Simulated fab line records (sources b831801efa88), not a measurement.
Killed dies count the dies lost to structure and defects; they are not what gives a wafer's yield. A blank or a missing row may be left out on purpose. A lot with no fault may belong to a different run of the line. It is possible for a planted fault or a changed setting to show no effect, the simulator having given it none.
fab line records -- flow sky130
[record] lots = 13, wafers = 36, last_day = 50
route steps=708 shown VIA2@521 METAL3@533 VIA3@597 PAD_OPEN@708
lots with no fault: from the same line, run without faults
start_h: hours from the record's first day to the start of the lot's first wafer shown -- wait_h: hours elapsed since this lot's preceding step -- " the same as in the row above -- L1.1+2: several wafers, shown together as one row -- - no value present, or no start provided -- * or withheld: withheld -- < > ~ a bound
route shown NAME@n: NAME is a module with steps in the file, n the number in the route of the first one -- usual: average and standard deviation across the fault-free wafers -- same: alike in all rows -- chamber/n: place in a boat -- sites: each site's reading -- _std_site: how widely they spread, as a standard deviation -- _edge_site: inner sites' mean taken away from outer sites' mean -- radius_mm: for every site, how far away it sits from the centre of the wafer -- mask NAME#n: copy n -- behind: the last tool/chamber to shape the wafer -- hold: cause of the lot's hold/its duration in hours/its outcome -- device: the transistor (n, p or np) that didn't switch -- end of line: tests of these same wafers at the route's end -- step lacking rows: just its recipe -- killed: not the wafer's yield, but the dies lost to structure and defects at the first sort -- map: per-die view of a wafer (x killed, . not killed, _ where there is no die)
set.NAME: the setting the step ran with; set.NAME@STEP: the setting that earlier step ran with -- model.NAME: the simulator's own value behind a step, which no gauge read
one table for each step of the route and one row for each wafer, over a sample of lots
services: when a tool's chamber went out of use (start_h, in hours from the record's first day, below 0 if earlier), for how many hours, and the reason
[[steps]]
[step SKY_VIA2_ETCH_14]
[recipe] chemistry = N2/H2, target = BARC, ion_energy_ev = 200, source_w = 500, bias_w = 100, pressure_mtorr = 30, n2_flow_sccm = 100, h2_flow_sccm = 200, stop_on = SiO2, time_s = 45.9, target_depth_a = 600
[usual] drypump_motor_current_A = 6.0/0.36, oes_product_au = 0.854/0.0048, throttle_valve_pct = 13.226/0.0093
lot.wafer,tool,chamber,start_h,wait_h,drypump_motor_current_A,oes_product_au,rf_hours_counter_h,throttle_valve_pct
L815.2,rie_diel-04,1,849.89,0.0,6.3,0.848,3,13.222
L815.3,rie_diel-04,2,849.89,0.0,6.6,0.857,5,13.216
L815.5,rie_diel-04,1,849.89,0.0,6.2,0.852,-,13.217
L817.3,rie_diel-04,3,861.24,0.0,6.3,0.856,13,13.232
L817.4,rie_diel-04,1,861.24,0.0,6.2,0.855,3,13.215
L817.6,rie_diel-04,1,861.24,0.0,6.2,0.855,-,13.241
L819.1,rie_diel-04,2,887.24,0.0,6.6,0.854,7,13.233
L819.2,rie_diel-04,1,887.24,0.0,6.2,0.856,4,13.219
L819.5,rie_diel-04,0,887.24,0.0,5.7,0.851,-,13.242
L820.2,rie_diel-04,3,893.34,0.0,6.3,0.849,14,13.229
L820.3,rie_diel-04,0,893.34,0.0,5.7,0.859,15,13.208
L820.6,rie_diel-04,0,893.34,0.0,5.7,0.862,-,13.242
L821.1,rie_diel-03,3,896.67,0.0,6.2,0.860,14,13.224
L821.3,rie_diel-03,1,896.67,0.0,5.5,0.854,1,13.224
L821.4,rie_diel-03,0,896.67,0.0,6.0,0.848,27,13.225
L822.1,rie_diel-04,3,907.39,0.0,6.3,0.853,15,13.229
L822.2,rie_diel-04,1,907.39,0.0,6.2,0.851,5,13.237
L822.3,rie_diel-04,0,907.39,0.0,5.7,0.853,16,13.229
L824.1,rie_diel-03,2,918.57,0.0,5.3,0.854,8,13.216
L824.4,rie_diel-03,3,918.57,0.0,6.3,0.853,15,13.242
L824.6,rie_diel-03,1,918.57,0.0,5.5,0.850,-,13.217
L826.1,rie_diel-04,2,931.54,0.0,6.6,0.849,8,13.244
L826.3,rie_diel-04,3,931.54,0.0,6.3,0.852,15,13.227
L826.5,rie_diel-04,1,931.54,0.0,6.3,0.853,-,13.237
L832.4,rie_diel-03,0,973.44,0.0,6.0,0.860,0,13.233
L832.6,rie_diel-03,3,973.44,0.0,6.2,0.857,-,13.235
L833.4,rie_diel-01,1,983.19,0.0,6.2,0.854,18,13.215
L833.6,rie_diel-01,3,983.19,0.0,5.6,0.863,-,13.225
L835.1,rie_diel-01,2,992.19,0.0,6.0,0.858,0,13.237
L835.3,rie_diel-01,0,992.19,0.0,6.2,0.863,14,13.233
L837.2,rie_diel-03,1,1004.07,0.0,5.6,0.851,5,13.233
L837.4,rie_diel-03,3,1004.07,0.0,6.2,0.855,18,13.208
L837.6,rie_diel-03,3,1004.07,0.0,6.2,0.855,-,13.226
L838.1,rie_diel-01,1,1009.54,0.0,6.2,0.857,19,13.233
L838.3,rie_diel-01,0,1009.54,0.0,6.3,0.855,15,13.226
L838.6,rie_diel-01,2,1009.54,0.0,6.0,0.859,-,13.220
[step SKY_METAL3_SPUTTER_01]
[recipe] material = TiN, target_thk_nm = 20, power_w = 6500, time_s = 16.7, chamber_pressure_pa = 0.4
[usual] throttle_valve_pct = 29.9/0.87
lot.wafer,tool,chamber,start_h,wait_h,throttle_valve_pct
L815.2,pvd_sputter-03,-,851.28,0.0,29.1
L815.3,pvd_sputter-03,-,851.28,0.0,29.7
L815.5,pvd_sputter-03,-,851.28,0.0,29.5
L817.3,pvd_sputter-01,-,862.63,0.0,28.8
L817.4,pvd_sputter-01,-,862.63,0.0,30.9
L817.6,pvd_sputter-01,-,862.63,0.0,29.8
L819.1,pvd_sputter-01,-,888.63,0.0,29.3
L819.2,pvd_sputter-01,-,888.63,0.0,28.8
L819.5,pvd_sputter-01,-,888.63,0.0,29.7
L820.2,pvd_sputter-01,-,894.74,0.0,29.7
L820.3,pvd_sputter-01,-,894.74,0.0,29.4
L820.6,pvd_sputter-01,-,894.74,0.0,29.2
L821.1,pvd_sputter-03,-,898.10,0.0,31.1
L821.3,pvd_sputter-03,-,898.10,0.0,30.0
L821.4,pvd_sputter-03,-,898.10,0.0,29.5
L822.1,pvd_sputter-03,-,908.82,0.0,29.5
L822.2,pvd_sputter-03,-,908.82,0.0,31.4
L822.3,pvd_sputter-03,-,908.82,0.0,30.2
L824.1,pvd_sputter-03,-,919.97,0.0,29.8
L824.4,pvd_sputter-03,-,919.97,0.0,30.6
L824.6,pvd_sputter-03,-,919.97,0.0,29.0
L826.1,pvd_sputter-03,-,932.99,0.0,29.3
L826.3,pvd_sputter-03,-,932.99,0.0,31.5
L826.5,pvd_sputter-03,-,932.99,0.0,29.1
L832.4,pvd_sputter-01,-,974.83,0.0,31.3
L832.6,pvd_sputter-01,-,974.83,0.0,28.8
L833.4,pvd_sputter-02,-,984.59,0.0,28.9
L833.6,pvd_sputter-02,-,984.59,0.0,31.4
L835.1,pvd_sputter-01,-,993.58,0.0,31.3
L835.3,pvd_sputter-01,-,993.58,0.0,29.3
L837.2,pvd_sputter-02,-,1005.46,0.0,30.8
L837.4,pvd_sputter-02,-,1005.46,0.0,28.9
L837.6,pvd_sputter-02,-,1005.46,0.0,31.4
L838.1,pvd_sputter-03,-,1010.93,0.0,30.2
L838.3,pvd_sputter-03,-,1010.93,0.0,29.4
L838.6,pvd_sputter-03,-,1010.93,0.0,30.1
[step SKY_METAL3_SPUTTER_04]
[recipe] material = TiN, target_thk_nm = 70, power_w = 6500, time_s = 58.3, chamber_pressure_pa = 0.4
[usual] throttle_valve_pct = 30.0/0.88
lot.wafer,tool,chamber,start_h,wait_h,throttle_valve_pct
L815.2,pvd_sputter-03,-,851.36,0.0,29.3
L815.3,pvd_sputter-03,-,851.36,0.0,29.5
L815.5,pvd_sputter-03,-,851.36,0.0,29.7
L817.3,pvd_sputter-01,-,862.71,0.0,28.6
L817.4,pvd_sputter-01,-,862.71,0.0,31.1
L817.6,pvd_sputter-01,-,862.71,0.0,29.7
L819.1,pvd_sputter-01,-,888.71,0.0,29.7
L819.2,pvd_sputter-01,-,888.71,0.0,28.8
L819.5,pvd_sputter-01,-,888.71,0.0,29.9
L820.2,pvd_sputter-01,-,894.83,0.0,30.0
L820.3,pvd_sputter-01,-,894.83,0.0,29.4
L820.6,pvd_sputter-01,-,894.83,0.0,29.2
L821.1,pvd_sputter-03,-,898.18,0.0,31.1
L821.3,pvd_sputter-03,-,898.18,0.0,30.2
L821.4,pvd_sputter-03,-,898.18,0.0,29.9
L822.1,pvd_sputter-03,-,908.91,0.0,29.6
L822.2,pvd_sputter-03,-,908.91,0.0,31.2
L822.3,pvd_sputter-03,-,908.91,0.0,30.2
L824.1,pvd_sputter-03,-,920.05,0.0,29.4
L824.4,pvd_sputter-03,-,920.05,0.0,30.2
L824.6,pvd_sputter-03,-,920.05,0.0,29.4
L826.1,pvd_sputter-03,-,933.07,0.0,28.9
L826.3,pvd_sputter-03,-,933.07,0.0,31.3
L826.5,pvd_sputter-03,-,933.07,0.0,29.3
L832.4,pvd_sputter-01,-,974.91,0.0,31.2
L832.6,pvd_sputter-01,-,974.91,0.0,28.8
L833.4,pvd_sputter-02,-,984.69,0.0,28.7
L833.6,pvd_sputter-02,-,984.69,0.0,31.6
L835.1,pvd_sputter-01,-,993.66,0.0,31.2
L835.3,pvd_sputter-01,-,993.66,0.0,29.7
L837.2,pvd_sputter-02,-,1005.54,0.0,31.1
L837.4,pvd_sputter-02,-,1005.54,0.0,28.7
L837.6,pvd_sputter-02,-,1005.54,0.0,31.3
L838.1,pvd_sputter-03,-,1011.01,0.0,30.5
L838.3,pvd_sputter-03,-,1011.01,0.0,29.5
L838.6,pvd_sputter-03,-,1011.01,0.0,30.0
[step SKY_VIA3_CMP_24]
[recipe] stop_on = SiO2, t_overpolish_s = 20, down_force_psi = 3.5, platen_rpm = 60, target_thk_nm = 0, pad_velocity_m_s = 0.94248
[usual] motor_current_A = 10.6/0.85, overpolish_run_s = 19.998/0.0087, time_to_endpoint_s = 96/4.5
lot.wafer,tool,chamber,start_h,wait_h,motor_current_A,overpolish_run_s,time_to_endpoint_s
L815.2,cmp-02,1,931.35,0.0,10.8,19.986,96
L815.3,cmp-02,0,931.35,0.0,9.7,19.995,90
L815.5,cmp-02,1,931.35,0.0,10.8,19.987,96
L817.3,cmp-01,1,943.23,0.1,9.4,20.004,98
L817.4,cmp-01,2,943.23,0.1,9.7,20.005,100
L817.6,cmp-01,3,943.23,0.1,10.8,20.002,96
L819.2,cmp-02,1,967.15,0.1,11.2,20.005,103
L819.1,cmp-02,2,967.15,0.1,10.9,19.998,104
L819.5,cmp-02,0,967.15,0.1,9.8,19.994,94
L820.3,cmp-01,3,973.45,0.1,11.2,19.995,92
L820.2,cmp-01,0,973.45,0.1,11.3,20.003,88
L820.6,cmp-01,2,973.45,0.1,9.5,19.993,96
L821.3,cmp-02,0,978.72,0.0,9.7,20.003,89
L821.4,cmp-02,1,978.72,0.0,11.0,19.992,95
L821.1,cmp-02,2,978.72,0.0,11.2,19.998,96
L822.2,cmp-01,0,987.25,0.0,11.6,19.996,101
L822.3,cmp-01,1,987.25,0.0,10.3,20.003,100
L822.1,cmp-01,2,987.25,0.0,9.5,19.993,101
L824.4,cmp-02,3,998.00,0.0,11.4,20.001,101
L824.1,cmp-02,0,998.00,0.0,9.8,20.000,97
L824.6,cmp-02,3,998.00,0.0,10.5,20.004,105
L826.3,cmp-01,3,1010.55,0.0,10.9,20.000,93
L826.1,cmp-01,2,1010.55,0.0,9.6,20.016,100
L826.5,cmp-01,3,1010.55,0.0,10.5,19.997,96
L832.4,cmp-01,1,1047.80,0.1,9.7,20.015,95
L832.6,cmp-01,3,1047.80,0.1,10.8,0.040,147
L833.4,cmp-01,2,1058.43,0.3,9.8,20.006,95
L833.6,cmp-01,1,1058.43,0.3,9.7,0.038,148
L835.1,cmp-01,3,1067.15,0.1,11.1,0.037,147
L835.3,cmp-01,0,1067.15,0.1,11.5,20.005,90
L837.2,cmp-02,2,1074.88,0.1,11.4,20.009,100
L837.4,cmp-02,3,1074.88,0.1,10.8,19.991,106
L837.6,cmp-02,2,1074.88,0.1,10.9,19.986,100
L838.1,cmp-02,1,1081.05,0.1,10.9,20.013,111
L838.3,cmp-02,3,1081.05,0.1,10.5,20.000,105
L838.6,cmp-02,0,1081.05,0.1,9.4,19.998,98
[step SKY_PAD_OPEN_PROBE_99]
[usual] defect_limited_yield = 82.9/1.7, killed_at_M0_to_M3 = 42/6.1, killed_at_M4_up = 3.4/2, killed_at_contacts = 23/4.8, killed_at_front_end = 15/3.8, killed_at_other = 0.3/0.48, killed_dies = 84/8.5, killed_on_rim = 16/3.9, killed_open = 46/6.8, killed_short = 38/6.2, sort_bin_3_pad_short = 0.8/0.42, sort_bin_5_function = 10.1/1.4, sort_bin_6_memory = 6.2/0.99, sort_n_pass = 408/8.5, sort_yield_pct = 82.9/1.7
[same] gross_dies = 492, killed_at_back_side = 0, sort_bin_4_leakage[%] = 0, sort_bin_8_speed[%] = 0
lot.wafer,tool,chamber,start_h,wait_h,defect_limited_yield[%],killed_at_M0_to_M3,killed_at_M4_up,killed_at_contacts,killed_at_front_end,killed_at_other,killed_dies,killed_on_rim,killed_open,killed_short,sort_bin_3_pad_short[%],sort_bin_5_function[%],sort_bin_6_memory[%],sort_n_pass,sort_yield_pct[%]
L815.2,prober-01,-,1079.49,0.1,80.9,45,2,30,16,1,94,16,51,42,1.6,10.2,7.3,398,80.9
L815.3,prober-01,-,1079.54,0.2,83.7,38,3,23,16,0,80,19,44,35,0.8,9.3,6.1,412,83.7
L815.5,prober-01,-,1079.64,0.2,83.9,37,2,25,14,1,79,11,47,32,0.6,8.7,6.7,413,83.9
L826.1,prober-02,-,1144.88,0.1,84.1,38,3,16,20,1,78,13,37,40,1.0,9.3,5.5,414,84.1
L826.3,prober-02,-,1144.98,0.2,84.8,35,4,20,16,0,75,13,35,40,0.8,9.1,5.3,417,84.8
L826.5,prober-02,-,1145.08,0.2,79.7,51,4,24,21,0,100,21,48,50,0,14.0,6.3,392,79.7
L832.4,prober-02,-,1172.97,0.2,82.9,47,4,20,13,0,84,15,44,40,0.6,9.8,6.7,408,82.9
L832.6,prober-02,-,1173.07,0.2,0,445,4,24,19,0,492,96,47,40,83.3,10.0,6.7,0,0
L833.4,prober-02,-,1181.41,0.2,85.2,44,2,20,7,0,73,13,33,39,0.2,10.8,3.9,419,85.2
L833.6,prober-02,-,1181.51,0.2,0,455,2,21,13,1,492,96,44,39,83.5,11.6,4.9,0,0
L835.1,prober-02,-,1188.49,0.1,0,447,6,27,12,0,492,96,50,39,83.1,10.2,6.7,0,0
L835.3,prober-02,-,1188.59,0.2,79.3,48,10,27,17,0,102,15,48,54,1.2,12.2,7.3,390,79.3
L838.3,prober-01,-,1198.13,0.2,83.3,30,4,33,15,0,82,16,55,27,0.4,9.6,6.7,410,83.3
L838.6,prober-01,-,1198.28,0.2,84.1,43,4,18,13,0,78,15,43,35,0.4,9.6,5.9,414,84.1
// killed by level:class
L815.2 VIA1:geometric_particle:open=10 LI_CONTACT:geometric_particle:open=10 CONTACT:geometric_particle:open=8 VIA3:geometric_particle:open=8 METAL2:geometric_particle:short=7 VIA3:geometric_particle:short=7 POLY_GATE:geometric_particle:open=5 LOCAL_INTERCONNECT:geometric_particle:short=5
L815.3 LI_CONTACT:geometric_particle:open=13 VIA1:geometric_particle:open=11 VIA3:geometric_particle:open=7 METAL2:geometric_particle:short=6 CONTACT:geometric_particle:open=5 VIA2:geometric_particle:short=5 FIELD_ISO:geometric_particle:short=4 FIELD_ISO:geometric_particle:open=3
L815.5 CONTACT:geometric_particle:open=10 VIA1:geometric_particle:open=8 CONTACT:geometric_particle:short=6 VIA3:geometric_particle:open=6 METAL2:geometric_particle:short=5 VIA2:geometric_particle:open=5 FIELD_ISO:geometric_particle:short=4 LI_CONTACT:geometric_particle:open=4
L826.1 VIA1:geometric_particle:open=9 VIA3:geometric_particle:open=8 CONTACT:geometric_particle:short=7 FIELD_ISO:geometric_particle:short=6 FIELD_ISO:geometric_particle:open=5 POLY_GATE:geometric_particle:short=5 VIA3:geometric_particle:short=5 LI_CONTACT:geometric_particle:open=4
L826.3 VIA2:geometric_particle:open=7 FIELD_ISO:geometric_particle:short=6 VIA1:geometric_particle:open=6 POLY_GATE:geometric_particle:short=5 CONTACT:geometric_particle:open=5 VIA3:geometric_particle:short=5 LI_CONTACT:geometric_particle:short=4 LI_CONTACT:geometric_particle:open=4
L826.5 POLY_GATE:geometric_particle:open=9 VIA1:geometric_particle:open=8 VIA3:geometric_particle:open=8 LOCAL_INTERCONNECT:geometric_particle:short=7 CONTACT:geometric_particle:open=7 METAL2:geometric_particle:short=7 VIA2:geometric_particle:short=6 LI_CONTACT:geometric_particle:open=5
L832.4 VIA1:geometric_particle:open=14 CONTACT:geometric_particle:open=7 VIA3:geometric_particle:open=7 VIA3:geometric_particle:short=6 FIELD_ISO:geometric_particle:short=5 METAL1:geometric_particle:short=5 LI_CONTACT:geometric_particle:short=4 CONTACT:geometric_particle:short=4
L832.6 VIA3:area_cmp=405 CONTACT:geometric_particle:open=12 VIA1:geometric_particle:open=8 CONTACT:geometric_particle:short=7 SPACER:geometric_particle:open=5 METAL1:geometric_particle:short=5 VIA2:geometric_particle:open=5 VIA3:geometric_particle:open=5
L833.4 VIA1:geometric_particle:open=11 METAL1:geometric_particle:short=7 LOCAL_INTERCONNECT:geometric_particle:short=6 CONTACT:geometric_particle:short=6 CONTACT:geometric_particle:open=5 VIA1:geometric_particle:short=5 VIA2:geometric_particle:short=4 VIA2:geometric_particle:open=4
L833.6 VIA3:area_cmp=407 VIA1:geometric_particle:open=12 CONTACT:geometric_particle:open=8 METAL1:geometric_particle:short=8 VIA2:geometric_particle:open=5 LI_CONTACT:geometric_particle:open=4 LOCAL_INTERCONNECT:geometric_particle:short=4 VIA1:geometric_particle:short=4
L835.1 VIA3:area_cmp=403 VIA1:geometric_particle:open=13 CONTACT:geometric_particle:open=11 VIA2:geometric_particle:open=8 METAL1:geometric_particle:short=7 VIA2:geometric_particle:short=7 LOCAL_INTERCONNECT:geometric_particle:short=6 FIELD_ISO:geometric_particle:open=5
L835.3 VIA2:geometric_particle:open=10 CONTACT:geometric_particle:open=10 METAL4:geometric_particle:short=9 VIA1:geometric_particle:open=9 FIELD_ISO:geometric_particle:short=7 LOCAL_INTERCONNECT:geometric_particle:short=7 METAL3:geometric_particle:short=7 LI_CONTACT:geometric_particle:open=6
L838.3 LI_CONTACT:geometric_particle:open=11 CONTACT:geometric_particle:open=10 VIA3:geometric_particle:open=10 FIELD_ISO:geometric_particle:open=7 VIA1:geometric_particle:open=5 CONTACT:geometric_particle:short=4 VIA3:geometric_particle:short=4 FIELD_ISO:geometric_particle:short=3
L838.6 CONTACT:geometric_particle:open=11 VIA1:geometric_particle:open=9 VIA3:geometric_particle:open=9 METAL1:geometric_particle:short=6 METAL2:geometric_particle:short=4 VIA2:geometric_particle:short=4 FIELD_ISO:geometric_particle:open=3 FIELD_ISO:geometric_particle:short=3
[[services]]
tool,chamber,start_h,hours,kind
rie_diel-03,-,841.62,0.8,repair
cmp-02,-,844.32,3.1,repair
cmp-01,-,853.38,0.8,repair
cmp-01,-,860.90,0.3,repair
rie_diel-01,2,897.63,7.3,repair
rie_diel-03,-,902.65,15.6,pm
pvd_sputter-02,-,906.03,3.3,repair
rie_diel-01,1,908.34,7.2,repair
cmp-01,-,912.00,4.0,pm
rie_diel-04,3,912.33,5.2,repair
rie_diel-03,1,928.77,10.6,repair
cmp-01,-,947.38,4.5,repair
cmp-02,-,960.10,1.4,repair
rie_diel-04,1,961.85,9.1,repair
cmp-02,-,970.12,1.0,repair
cmp-02,-,986.37,7.9,pm
cmp-02,-,1030.35,15.0,pm
rie_diel-03,3,1050.89,14.3,repair
cmp-02,-,1051.01,0.7,repair
cmp-02,-,1057.14,1.4,repair
cmp-01,-,1059.04,3.9,pm
cmp-02,-,1069.56,0.3,repair
pvd_sputter-01,-,1072.59,4.6,repair
rie_diel-04,0,1075.39,5.1,repair
[[key]]
[first_sign] step = SKY_VIA3_CMP_24, reading = overpolish_run_s, direction = down, sigmas = 99+, usual = 19.998, struck = 0.038
[effect] step = SKY_VIA3_CMP_24, reading = time_to_endpoint_s, direction = up, sigmas = 11, usual = *, struck = *
[effect] step = SKY_PAD_OPEN_PROBE_99, reading = sort_bin_3_pad_short, direction = up, sigmas = 99+, usual = 0.8, struck = 83.3
[more_kills_born_at] SKY_VIA3_CMP_24@cmp-01 = 1215
met_at SKY_VIA3_CMP_24
struck_lots L832,L833,L835
struck_wafers L832.6,L833.6,L835.1
later_rows_left_out L832.6,L833.6,L835.1
not_acting_at SKY_VIA2_ETCH_14,SKY_METAL3_SPUTTER_01,SKY_METAL3_SPUTTER_04
onset_between 1010.55 1047.80
[fault] kind = process_parameter_drift, tool = cmp-01, chamber = -, onset_h = 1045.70, steps = SKY_VIA3_CMP_24, channel = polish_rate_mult, offset = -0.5, shape = step, end_h = 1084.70, scope = struck_wafers_only
// later_rows_left_out: the simulator's readings of these wafers behind a module that went badly wrong aren't trusted and aren't shown, but for the sort
